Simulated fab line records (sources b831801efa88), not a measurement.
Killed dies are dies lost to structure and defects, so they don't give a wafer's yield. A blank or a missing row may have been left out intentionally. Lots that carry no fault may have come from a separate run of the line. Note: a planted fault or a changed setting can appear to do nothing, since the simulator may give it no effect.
Comparing a struck lot with a sound one | flow sky130 | 16 out of 708 route steps
Sound: the wafers L502.4, L502.5, L502.6. Wafers struck: L507.2, L507.4, L507.5. The cause comes at the end.
Order at every step that has rows: each side's tool, ch and its chambers, its first start. Under that, the readings that differ: sound wafers | struck wafers | difference of the means | sigmas: that difference in standard deviations of wafers without a fault.
alike: readings whose means differ by less than 2 such deviations, and words and numbers that are the same on both sides. not compared: withheld readings, readings that some wafer has no value for, bounds like >300 that may hide the same value, and numbers for which the record gives no deviation and whose values overlap.
A row with sigmas, a row that says differs or no value, or rows on one side alone: a step with any of these is where the two part. Numbers that have no deviation but don't overlap get no sigmas and don't part them. A reading that every wafer of one side lacks parts them only if that side has two wafers or more.

SKY_LI_CONTACT_BOW_MEAS_03:
  sound on film metro-04, day 28 21:53; struck on film metro-03, day 31 10:31
  alike: LI_CONTACT_BOW
then, 4 steps without rows for these wafers: SKY_LI_CONTACT_DEHYDRATE_04 (time 60 s); SKY_LI_CONTACT_HMDS_05 (prime time 60 s); SKY_LI_CONTACT_COAT_06 (resist thk 60 nm); SKY_LI_CONTACT_COAT_07 (resist thk 450 nm).
SKY_LI_CONTACT_SOFTBAKE_08: time 91.21 s.
  sound: litho track-03 ch 0; struck: litho track-03 ch 0
  alike: exhaust pa, heater power total W, plate sensor t centre C, plate sensor t edge C
then, 3 steps without rows for these wafers: SKY_LI_CONTACT_EXPOSE_09 (exposes mask LICM1, target cd 170 nm); SKY_LI_CONTACT_PEB_10; SKY_LI_CONTACT_DEVELOP_11 (develop time 60 s).
SKY_LI_CONTACT_CD_MEAS_12: target cd 170 nm.
  sound on cd sem-01, day 30 04:49; struck on cd sem-01, day 32 12:04
  alike: cd nm
SKY_LI_CONTACT_OVL_MEAS_13:
  sound on overlay-01, day 30 04:53; struck on overlay-02, day 32 12:10
  alike: LI_CONTACT_OVL
SKY_LI_CONTACT_ETCH_14: etches BARC in N2/H2, stops on SiO2, time 45.9 s, target depth 60 nm.
  sound on rie diel-02 ch 0,1, day 30 04:54; struck on rie diel-02 ch 0,1, day 32 12:12
  alike: drypump motor current A, oes product au, rf fwd power W, throttle valve pct
  not compared: rf hours counter h
SKY_LI_CONTACT_ETCH_15: etches PSG in C4F8/O2/Ar, stops on Si, target depth 600 nm.
  sound on rie diel-02 ch 0,1, day 30 04:57; struck on rie diel-02 ch 0,1, day 32 12:15
  reading                                           | sound             | struck         | difference | sigmas
  rf fwd power W (W)                                | 1489 1493 1490    | 1258 1251 1250 | -238       | -47
  model.KrF-thick_of_LI_CONTACT_COAT_07.thk nm (nm) | 230.7 232.6 231.9 | 242 242 241.3  | +10        |
  alike: oes product au
SKY_LI_CONTACT_STRIP_16: strips in O2/N2.
  sound on plasma asher-01 ch 0,1, day 30 05:04; struck on plasma asher-03 ch 0,1, day 32 12:20
  reading                      | sound             | struck            | difference | sigmas
  strip time to endpoint s (s) | 3.480 3.522 3.508 | 3.618 3.592 3.597 | +0.099     | +4
  alike: drypump motor current A, oes product au
  not compared: rf hours counter h
then, 1 step without rows for these wafers: SKY_LI_CONTACT_CLEAN_17 (cleans in NMP, time 600 s).
-- record jumps: 16 days separate the struck wafers' starts on either side; left off in module LI_CONTACT, taken up again in module PAD_OPEN, whose first shown step is the route's number 708 --
SKY_PAD_OPEN_PROBE_99:
  sound on prober-02, day 46 09:34; struck on prober-02, day 48 04:08
  reading                        | sound             | struck            | difference | sigmas
  model.etest.licon ndiff.rc ohm | 179.1 179.7 180.8 | 195.2 201.2 201.7 | +19.5      |
  alike: killed_at_M0_to_M3, killed_at_M4_up, killed at contacts, killed at front end, killed at other, killed dies, killed open, killed short
  not compared: model.etest.licon pdiff.rc ohm

WHERE THEY PART
First at SKY_LI_CONTACT_ETCH_15; last, within this record, at SKY_LI_CONTACT_STRIP_16. Later steps at which nothing parts them and some readings are alike: SKY_PAD_OPEN_PROBE_99.

WHY: the cause the simulator had injected
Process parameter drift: rie diel-02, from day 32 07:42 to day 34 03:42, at SKY_LI_CONTACT_ETCH_15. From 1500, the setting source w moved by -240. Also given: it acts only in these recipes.
